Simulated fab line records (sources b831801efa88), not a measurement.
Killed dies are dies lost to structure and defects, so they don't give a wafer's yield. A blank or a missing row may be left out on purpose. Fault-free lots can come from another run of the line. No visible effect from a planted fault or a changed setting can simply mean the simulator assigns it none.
Chamber matching | flow sky130 | rie-diel-04 running SKY_VIA2_ETCH_15: 4 sister chambers
The step etches SiO2 in C4F8/O2/Ar, stops on TiN, target depth 546 nm, time 84 s. 4 wafers are shown with their chamber, then 8 later ones without.

## WAFERS, EACH WITH ITS CHAMBER
wafer  | chamber | chamber-pressure-mTorr (mTorr)
L080.4 | 2       | 39.99
L083.1 | 3       | 40.04
L083.6 | 0       | 39.96
L086.4 | 1       | 39.98

## WAFERS WITH NO CHAMBER GIVEN
wafer  | chamber-pressure-mTorr (mTorr)
L086.5 | 40.04
L086.6 | 40.05
L090.3 | 39.98
L090.4 | 39.93
L090.5 | 39.99
L095.1 | 39.99
L095.2 | 40.00
L095.4 | 39.99

## THE CHAMBER EACH PASSED THROUGH
wafer  | from the rows above          | in truth
L086.5 | 3                            | 3
L086.6 | 3                            | 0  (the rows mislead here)
L090.3 | can't be placed: 1 or 2 or 0 | 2
L090.4 | can't be placed: 0 or 1      | 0
L090.5 | can't be placed: 2 or 1      | 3
L095.1 | can't be placed: 2 or 1      | 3
L095.2 | can't be placed: 2 or 1      | 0
L095.4 | can't be placed: 2 or 1      | 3
Correct placement for 1 of the 8. Cannot be placed on the basis of these rows: 6; the candidates contain the true chamber in 2. Wrongly placed: 1.
How it was worked out, from the rows above alone: a wafer's distance from a chamber is the root of the sum, over the readings, of the square of ((its reading less the chamber's mean) divided by the reading's scatter). The wafer belongs to the nearest chamber; if the next one is less than 2 further off, it can't be placed. The mean given for a chamber averages the wafers shown for that chamber. The scatter: with one shown wafer a chamber, the root of the mean of the squares of how far each hidden wafer lies from its nearest shown one.
